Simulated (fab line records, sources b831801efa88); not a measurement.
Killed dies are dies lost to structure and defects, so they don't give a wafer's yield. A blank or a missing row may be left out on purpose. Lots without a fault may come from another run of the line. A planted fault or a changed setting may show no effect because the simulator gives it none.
A struck lot beside a sound one | flow sky130 | 16 steps out of a route of 708
Sound: wafers L298.1, L298.2, L298.5. Struck: wafers L308.1, L308.3, L308.5. The cause comes at the end.
At each step with rows: each side's tool, then ch and its chambers, then its first start. Under that, the readings that differ: sound wafers | struck wafers | difference of the means | sigmas: that difference in standard deviations of wafers without a fault.
alike: readings whose means differ by less than 2 such deviations, and words and numbers that are the same on both sides. not compared: withheld readings, readings that some wafer has no value for, bounds like >300 that may hide the same value, and numbers for which the record gives no deviation and whose values overlap.
The two part at a step that has a row with sigmas, a row that says differs or no value, or rows on one side only. Numbers that don't overlap but have no deviation are shown without sigmas and don't part them. A reading that every wafer of one side lacks parts them only if that side has two wafers or more.

SKY_VIA3_BOW_MEAS_03:
  sound on film_metro-02, day 39 23:47; struck on film_metro-04, day 42 23:07
  alike: VIA3_BOW
then, 8 steps without rows for these wafers: SKY_VIA3_DEHYDRATE_04 (time 60 s); SKY_VIA3_HMDS_05 (prime time 60 s); SKY_VIA3_COAT_06 (resist thk 60 nm); SKY_VIA3_COAT_07 (resist thk 450 nm); SKY_VIA3_SOFTBAKE_08 (time 90 s); SKY_VIA3_EXPOSE_09 (exposes mask VIM3, target cd 200 nm); SKY_VIA3_PEB_10; SKY_VIA3_DEVELOP_11 (develop time 60 s).
SKY_VIA3_CD_MEAS_12: target cd 200 nm.
  sound on cd_sem-01, day 40 22:37; struck on cd_sem-01, day 43 21:24
  alike: cd_nm
SKY_VIA3_OVL_MEAS_13:
  sound on overlay-02, day 40 22:44; struck on overlay-01, day 43 21:31
  reading       | sound    | struck | difference | sigmas
  VIA3_OVL (nm) | -3 -4 -2 | 9 1 13 | +11        | +2
SKY_VIA3_ETCH_14: etches BARC in N2/H2, stops on SiO2, time 45.9 s, target depth 60 nm.
  sound on rie_diel-02 ch 0,1, day 40 22:47; struck on rie_diel-04 ch 0,1,2, day 43 21:33
  alike: bias_w, chamber_pressure_mTorr, drypump_motor_current_A, oes_product_au, run_length_s, throttle_valve_pct
  not compared: rf_hours_counter_h
SKY_VIA3_ETCH_15: etches SiO2 in C4F8/O2/Ar, stops on TiN, target depth 507 nm, time 78 s.
  sound on rie_diel-02 ch 0,1, day 40 22:49; struck on rie_diel-04 ch 0,1,2, day 43 21:35
  reading                                     | sound             | struck            | difference | sigmas
  oes_product_au (a.u.)                       | 0.945 0.952 0.954 | 0.888 0.884 0.891 | -0.063     | -12
  run_length_s (s)                            | 105.7 105.7 105.8 | 116.3 115.6 115.3 | +10.0      | +24
  model.KrF-thick_of_VIA3_COAT_07.thk_nm (nm) | 292.7 296.6 294.7 | 280.7 274.7 278.3 | -16.8      |
  model.TiN_of_METAL3_SPUTTER_04.thk_nm (nm)  | 71.36 70.25 71.18 | 68.7 67.8 68.56   | -2.6       |
  alike: bias_w, chamber_pressure_mTorr
  not compared: rf_hours_counter_h
SKY_VIA3_STRIP_16: strips in O2/N2.
  sound on plasma_asher-03 ch 0,1, day 40 22:53; struck on plasma_asher-01 ch 0,1, day 43 21:39
  reading                      | sound             | struck            | difference | sigmas
  strip_time_to_endpoint_s (s) | 4.145 4.200 4.168 | 4.025 3.958 4.012 | -0.173     | -6
  alike: chamber_pressure_mTorr, drypump_motor_current_A, oes_product_au
  not compared: rf_hours_counter_h
then, 1 step without rows for these wafers: SKY_VIA3_STRIP_17 (strips in post etch residue remover, time 1200 s).
-- the record jumps here: 5 days lie between the struck wafers' starts before and after (it left off in module VIA3 and takes up again in module PAD_OPEN, whose first step shown is number 708 of the route) --
SKY_PAD_OPEN_PROBE_99:
  the record has rows for the struck wafers here (prober-01, day 49 07:04) and none for the sound ones

WHERE THEY PART
First at SKY_VIA3_OVL_MEAS_13; last, within this record, at SKY_PAD_OPEN_PROBE_99.

WHY: what the simulator had put in
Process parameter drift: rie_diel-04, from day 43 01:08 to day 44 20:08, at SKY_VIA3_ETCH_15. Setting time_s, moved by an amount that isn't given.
